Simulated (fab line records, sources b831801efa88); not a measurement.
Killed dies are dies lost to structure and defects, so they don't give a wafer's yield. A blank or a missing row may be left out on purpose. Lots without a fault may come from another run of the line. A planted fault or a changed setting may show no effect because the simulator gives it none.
A struck lot beside a sound one | flow sky130 | 44 steps out of a route of 708
Sound: wafers L661.2, L661.4, L661.5. Struck: wafers L668.2, L668.3, L668.5. The cause comes at the end.
At each step with rows: each side's tool, then ch and its chambers, then its first start. Under that, the readings that differ: sound wafers | struck wafers | difference of the means | sigmas: that difference in standard deviations of wafers without a fault.
alike: readings whose means differ by less than 2 such deviations, and words and numbers that are the same on both sides. not compared: withheld readings, readings that some wafer has no value for, bounds like >300 that may hide the same value, and numbers for which the record gives no deviation and whose values overlap.
The two part at a step that has a row with sigmas, a row that says differs or no value, or rows on one side only. Numbers that don't overlap but have no deviation are shown without sigmas and don't part them. A reading that every wafer of one side lacks parts them only if that side has two wafers or more.

first, 1 step without rows for these wafers: SKY_SONOS_TUNNEL_DEVELOP_06 (develop time 60 s).
SKY_SONOS_TUNNEL_CD_MEAS_07: target cd 410 nm.
  sound on cd_sem-02, day 12 04:44; struck on cd_sem-02, day 14 19:56
  reading    | sound             | struck            | difference | sigmas
  cd_nm (nm) | 407.3 408.1 411.8 | 415.1 415.8 416.0 | +6.6       | +3
SKY_SONOS_TUNNEL_OVL_MEAS_08:
  sound on overlay-02, day 12 04:50; struck on overlay-02, day 14 20:02
  alike: SONOS_TUNNEL_OVL
then, 3 steps without rows for these wafers: SKY_SONOS_TUNNEL_IMPLANT_09; SKY_SONOS_TUNNEL_WET_ETCH_10 (etches SiO2 in dHF, target depth 14 nm, time 280 s); SKY_SONOS_TUNNEL_STRIP_11 (strips in SPM, time 600 s).
SKY_SONOS_TUNNEL_TW_MEAS_12:
  sound on film_metro-01, day 12 05:17; struck on film_metro-02, day 14 20:29
  alike: SONOS_TUNNEL_TW
then, 2 steps without rows for these wafers: SKY_SONOS_TUNNEL_CLEAN_13 (cleans in dHF, time 20 s); SKY_SONOS_ONO_OXIDATION_00 (stabilise 600 s, purge 300 s, target thk 2.6 nm).
SKY_SONOS_ONO_THK_MEAS_01:
  sound on film_metro-01, day 12 07:29; struck on film_metro-03, day 14 21:55
  reading                      | sound          | struck         | difference | sigmas
  SONOS_ONO_OXIDATION_THK (nm) | 2.57 2.50 2.53 | 2.61 2.67 2.65 | +0.11      | +2
then, 1 step without rows for these wafers: SKY_SONOS_ONO_CVD_02 (deposits Si3N4 from DCS/NH3, target thk 10.5 nm, time 180 s).
SKY_SONOS_ONO_THK_MEAS_03:
  sound on film_metro-04, day 12 09:11; struck on film_metro-03, day 14 23:29
  alike: SONOS_ONO_CVD_02_THK
SKY_SONOS_ONO_CVD_04: deposits SiO2 from SiH4/N2O, target thk 5.7199 nm.
  sound on lpcvd-03 ch 1, day 12 09:26; struck on lpcvd-03 ch 1, day 14 23:32
  reading                                    | sound            | struck            | difference | sigmas
  model.SiO2_of_SONOS_ONO_CVD_04.thk_nm (nm) | 5.73 5.693 5.807 | 6.107 5.915 6.087 | +0.293     |
  alike: zone_power_bottom_pct
SKY_SONOS_ONO_THK_MEAS_05:
  sound on film_metro-04, day 12 10:41; struck on film_metro-01, day 15 00:47
  reading                   | sound          | struck         | difference | sigmas
  SONOS_ONO_CVD_04_THK (nm) | 5.72 5.69 5.83 | 6.13 5.95 6.11 | +0.32      | +3
then, 7 steps without rows for these wafers: SKY_SONOS_ONO_DEHYDRATE_06 (time 60 s); SKY_SONOS_ONO_HMDS_07 (prime time 60 s); SKY_SONOS_ONO_COAT_08 (resist thk 1140 nm); SKY_SONOS_ONO_SOFTBAKE_09 (time 60 s); SKY_SONOS_ONO_EXPOSE_10 (exposes mask ONOM, target cd 410 nm); SKY_SONOS_ONO_PEB_11; SKY_SONOS_ONO_DEVELOP_12 (develop time 60 s).
SKY_SONOS_ONO_CD_MEAS_13: target cd 410 nm.
  sound on cd_sem-01, day 13 11:02; struck on cd_sem-02, day 16 04:00
  alike: cd_nm
SKY_SONOS_ONO_OVL_MEAS_14:
  sound on overlay-02, day 13 11:08; struck on overlay-01, day 16 04:06
  alike: SONOS_ONO_OVL
SKY_SONOS_ONO_ETCH_15: etches the open film in CHF3/O2, target depth 19.52 nm, time 7.8 s.
  sound on rie_diel-04 ch 1,2, day 13 11:10; struck on rie_diel-02 ch 0,2,3, day 16 04:08
  alike: chamber_pressure_mTorr, drypump_motor_current_A, oes_product_au, throttle_valve_pct
  not compared: rf_hours_counter_h
then, 1 step without rows for these wafers: SKY_SONOS_ONO_WET_ETCH_16 (etches SiO2 in dHF, target depth 14 nm, time 280 s).
SKY_SONOS_ONO_STRIP_17: strips in O2/N2.
  sound on plasma_asher-01 ch 0,1, day 13 11:17; struck on plasma_asher-04 ch 0,1, day 16 04:14
  alike: chamber_pressure_mTorr, drypump_motor_current_A, oes_product_au, strip_time_to_endpoint_s
  not compared: rf_hours_counter_h
then, 3 steps without rows for these wafers: SKY_SONOS_ONO_WET_ETCH_18 (etches Si3N4 in H3PO4, target depth 15 nm, time 172 s); SKY_GATE_OXIDE_CLEAN_00 (cleans in SC1/SC2, time 150 s); SKY_GATE_OXIDE_OXIDATION_01 (stabilise 600 s, purge 300 s, target thk 10.268 nm).
SKY_GATE_OXIDE_THK_MEAS_02:
  sound on film_metro-02, day 13 14:02; struck on film_metro-03, day 16 06:28
  alike: GATE_OXIDE_OXIDATION_00_THK
then, 7 steps without rows for these wafers: SKY_GATE_OXIDE_DEHYDRATE_03 (time 60 s); SKY_GATE_OXIDE_HMDS_04 (prime time 60 s); SKY_GATE_OXIDE_COAT_05 (resist thk 1140 nm); SKY_GATE_OXIDE_SOFTBAKE_06 (time 60 s); SKY_GATE_OXIDE_EXPOSE_07 (exposes mask LVOM, target cd 600 nm); SKY_GATE_OXIDE_PEB_08; SKY_GATE_OXIDE_DEVELOP_09 (develop time 60 s).
SKY_GATE_OXIDE_OVL_MEAS_10:
  sound on overlay-02, day 14 15:40; struck on overlay-01, day 17 11:26
  alike: GATE_OXIDE_OVL
then, 2 steps without rows for these wafers: SKY_GATE_OXIDE_IMPLANT_11; SKY_GATE_OXIDE_WET_ETCH_12 (etches SiO2 in dHF, target depth 16.8 nm, time 336 s).
SKY_GATE_OXIDE_STRIP_13: strips in O2/N2.
  sound on plasma_asher-04 ch 0,1, day 14 16:03; struck on plasma_asher-01 ch 1, day 17 11:44
  reading                        | sound                | struck               | difference | sigmas
  chamber_pressure_mTorr (mTorr) | 1498.5 1498.8 1496.6 | 1501.1 1500.6 1503.3 | +3.7       | +3
  alike: drypump_motor_current_A, oes_product_au, strip_time_to_endpoint_s
  not compared: rf_hours_counter_h
SKY_GATE_OXIDE_TW_MEAS_14:
  sound on film_metro-03, day 14 16:10; struck on film_metro-03, day 17 11:50
  alike: GATE_OXIDE_TW
SKY_GATE_OXIDE_CLEAN_15: cleans in SC1/SC2, time 150 s.
  sound on wet_bench-04 ch 3, day 14 16:13; struck on wet_bench-02 ch 0, day 17 11:53
  reading                                    | sound             | struck            | difference | sigmas
  model.SiO2_of_SONOS_ONO_CVD_04.thk_nm (nm) | 4.214 4.175 4.291 | 4.582 4.399 4.565 | +0.289     |
-- the record jumps here: 31 days lie between the struck wafers' starts before and after (it left off in module GATE_OXIDE and takes up again in module PAD_OPEN, whose first step shown is number 708 of the route) --
SKY_PAD_OPEN_PROBE_99:
  sound on prober-02, day 47 01:52; struck on prober-01, day 48 07:38
  reading                               | sound                   | struck                 | difference | sigmas
  killed_at_M0_to_M3                    | 52 43 59                | 34 37 39               | -15        | -2
  killed_dies                           | 91 86 101               | 64 72 82               | -20        | -2
  killed_short                          | 44 43 43                | 23 27 25               | -18        | -3
  model.etest.cap_ono.gate_log10_a_cm2  | -8.003 -7.871 -7.991    | -8.498 -8.292 -8.667   | -0.531     |
  model.etest.cap_ono.tox_acc_nm (nm)   | 12.93 12.82 12.95       | 13.31 13.21 13.42      | +0.41      |
  model.etest.sonos_programmed.vt_v (V) | 1.429 1.456 1.42        | 1.241 1.345 1.223      | -0.165     |
  model.etest.sonos_erased.vt_v (V)     | -2.246 -2.321 -2.227    | -2.081 -2.094 -2.019   | +0.200     |
  model.etest.sonos_baked.vt_less_v (V) | -0.4778 -0.4939 -0.5462 | -0.4524 -0.4536 -0.435 | +0.0590    |
  alike: killed_at_M4_up, killed_at_contacts, killed_at_front_end, killed_at_other, killed_open
  not compared: model.etest.sonos_baked.vt_v

WHERE THEY PART
First at SKY_SONOS_TUNNEL_CD_MEAS_07; last, within this record, at SKY_PAD_OPEN_PROBE_99.

WHY: what the simulator had put in
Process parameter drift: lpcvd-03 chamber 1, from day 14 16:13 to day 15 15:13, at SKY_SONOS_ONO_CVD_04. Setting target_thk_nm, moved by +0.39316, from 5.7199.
